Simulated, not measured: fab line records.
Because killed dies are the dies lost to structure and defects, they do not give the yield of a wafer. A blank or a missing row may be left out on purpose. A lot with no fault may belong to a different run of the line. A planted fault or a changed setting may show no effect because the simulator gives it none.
Struck lot and sound lot, side by side :: flow gf180mcu :: 21 steps out of a route of 602
Sound: wafers L326.2, L326.4, L326.5. Struck: wafers L345.2, L345.5, L345.6. At the end, the cause is stated.
Per side, at each step with rows, come the tool, then ch with its chambers, and then its first start. Under that, the readings that differ: sound wafers :: struck wafers :: difference of the means :: sigmas: that difference in standard deviations of wafers without a fault.
alike: readings with means less than 2 such deviations apart, plus words and numbers identical on both sides. not compared: withheld readings, readings lacking a value on some wafer, bounds such as >300 that could conceal the same value, and numbers that have no deviation in the record and whose values overlap.
A row with sigmas, a row that says differs or no value, or rows on one side alone: a step with any of these is where the two part. Numbers that don't overlap but have no deviation are shown without sigmas and don't part them. Lack of a reading on every wafer of one side parts them only where that side has two or more wafers.

GF_SALICIDE_RTA_08: time 30 s.
  sound on rtp_anneal-01 ch 0, day 16 07:47; struck on rtp_anneal-01 ch 0, day 22 21:03
  alike: lamp_power_pct, wafer_temp_C_max
then, 1 step without rows for these wafers: GF_CONTACT_CVD_00 (deposits SiO2, target thk 300 nm, time 50 s).
GF_CONTACT_THK_MEAS_01:
  sound on film_metro-04 at day 16 07:55; struck on film_metro-03 at day 22 21:11
  alike: CONTACT_CVD_00_THK
GF_CONTACT_CVD_02: deposits SiO2 from TEOS, target thk 860 nm, time 95.992 s.
  sound on pecvd-03 ch 0,1, day 16 07:58; struck on pecvd-04 ch 0,1,2, day 22 21:14
  alike: heater_power_w
GF_CONTACT_THK_MEAS_03:
  sound on film_metro-04 at day 16 08:03; struck on film_metro-01 at day 22 21:19
  alike: CONTACT_CVD_02_THK
GF_CONTACT_CMP_04: polishes SiO2.
  sound on cmp-02 ch 1,3, day 16 08:06; struck on cmp-02 ch 0,2,3, day 22 21:28
  alike: edge_zone_pressure_frac, head_pressure_psi, motor_current_A, platen_rpm, retaining_ring_pressure_frac, time_to_endpoint_s
GF_CONTACT_BOW_MEAS_05:
  sound on film_metro-03 at day 16 08:25; struck on film_metro-04 at day 22 21:41
  alike: CONTACT_BOW
then, 5 steps without rows for these wafers: GF_CONTACT_DEHYDRATE_06 (time 60 s); GF_CONTACT_HMDS_07 (prime time 60 s); GF_CONTACT_COAT_08; GF_CONTACT_COAT_09 (resist thk 1000 nm); GF_CONTACT_SOFTBAKE_10 (time 60 s).
GF_CONTACT_EXPOSE_11: exposes mask Contact, target cd 220 nm.
  sound on krf_scanner-02 ch 0, day 16 20:35; struck on krf_scanner-01 ch 0, day 23 09:17
reading: mask
sound: Contact#0 Contact#0 Contact#0
struck: Contact_R1#0 Contact_R1#0 Contact_R1#0
difference: differs
sigmas: 
  alike: focus_offset_nm
then, 2 steps without rows for these wafers: GF_CONTACT_PEB_12 (peb time 90 s); GF_CONTACT_DEVELOP_13 (develop time 60 s).
GF_CONTACT_CD_MEAS_14: target cd 220 nm.
  sound on cd_sem-01 at day 17 07:43; struck on cd_sem-01 at day 23 20:21
reading: cd_nm (nm)
sound: 221.1 219.8 221.1
struck: 176.2 176.1 177.5
difference: -44.1
sigmas: -37
GF_CONTACT_OVL_MEAS_15:
  sound on overlay-01 at day 17 07:49; struck on overlay-02 at day 23 20:28
  alike: CONTACT_OVL
GF_CONTACT_ETCH_16: etches BARC in N2/H2.
  sound on rie_diel-01 ch 1,2, day 17 07:50; struck on rie_diel-01 ch 0,2,3, day 23 20:29
reading: model.CONTACT.cd_nm (nm)
sound: 220.8 219.2 220.7
struck: 175.4 176.8 177.4
difference: -43.7
sigmas: 
  alike: drypump_motor_current_A, oes_product_au, throttle_valve_pct
GF_CONTACT_ETCH_17: etches SiO2 in C4F8/O2/Ar, stops on CoSi2, target depth 860 nm.
  sound: rie_diel-01 ch 1,2; struck: rie_diel-01 ch 0,2,3
reading: model.CONTACT.cd_nm (nm)
sound: 219.6 218.6 219.9
struck: 175.2 176.3 177.2
difference: -43.1
sigmas: 
  alike: oes_product_au
GF_CONTACT_STRIP_18: strips in O2/N2.
  sound on plasma_asher-01 ch 0,1, day 17 08:00; struck on plasma_asher-03 ch 0,1, day 23 20:39
  alike: drypump_motor_current_A, heater_power_w, oes_product_au
  not compared: rf_hours_counter_h
-- the record jumps here: 11 days lie between the struck wafers' starts before and after (it left off in module CONTACT and takes up again in module PASSIVATION, whose first step shown is number 602 of the route) --
GF_PASSIVATION_PROBE_99:
  the record has rows for the struck wafers here (prober-01, day 34 19:26) and none for the sound ones

## WHERE THEY PART
First at GF_CONTACT_EXPOSE_11; last, within this record, at GF_PASSIVATION_PROBE_99.

WHY: what had been put in by the simulator
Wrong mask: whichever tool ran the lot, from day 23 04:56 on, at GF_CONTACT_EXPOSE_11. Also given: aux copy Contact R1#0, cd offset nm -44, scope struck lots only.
